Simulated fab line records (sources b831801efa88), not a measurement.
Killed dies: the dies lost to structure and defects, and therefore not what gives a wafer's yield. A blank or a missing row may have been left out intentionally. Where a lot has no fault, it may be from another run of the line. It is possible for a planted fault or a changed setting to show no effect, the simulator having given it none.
Chamber matching ; flow gf180mcu ; 4 sister chambers for GF_STI_ETCH_14 on rie-si-02
The step etches Si in HBr/Cl2/O2, target depth 360 nm, time 102.9 s. 8 wafers are shown with their chamber, then 7 later ones without.

== WAFERS WITH THEIR CHAMBER ==
wafer;chamber;oes-product-au (a.u.);chamber-pressure-mTorr (mTorr)
L285.5;3;1.012;14.999
L286.6;3;0.999;14.994
L288.5;0;1.001;15.001
L293.1;2;1.009;15.005
L293.3;1;0.996;15.000
L293.4;0;1.003;15.001
L298.1;2;1.005;14.998
L298.2;1;0.986;15.007

== WAFERS WITHOUT THEIR CHAMBER ==
wafer;oes-product-au (a.u.);chamber-pressure-mTorr (mTorr)
L298.3;0.985;15.013
L301.1;1.011;15.001
L301.2;0.983;14.986
L301.5;1.007;15.006
L302.1;0.993;15.001
L302.4;1.011;15.000
L302.5;0.990;15.000

== EACH ONE'S CHAMBER ==
wafer;from the rows above;in truth
L298.3;can't be placed: 1 or 0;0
L301.1;can't be placed: 2 or 3 or 0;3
L301.2;can't be placed: 3 or 1 or 0 or 2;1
L301.5;can't be placed: 2 or 0 or 3 or 1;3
L302.1;can't be placed: 1 or 0 or 2 or 3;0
L302.4;can't be placed: 2 or 3 or 0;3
L302.5;can't be placed: 1 or 0 or 3 or 2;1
0 of 7 placed correctly. Not placeable from these rows: 7 (in 7, the candidates include the true chamber). 0 placed wrongly.
How it was worked out, from the rows above alone: a wafer's distance from a chamber is the root of the sum, over the readings, of the square of ((its reading less the chamber's mean) divided by the reading's scatter). If the next closest chamber is less than 2 further off than the closest, the wafer can't be placed; otherwise it belongs to the closest. A chamber's mean is the mean of its shown wafers. The scatter is the square root of a quotient: the sum, over the shown wafers, of each reading's squared deviation from its chamber's mean, divided by wafers minus chambers.
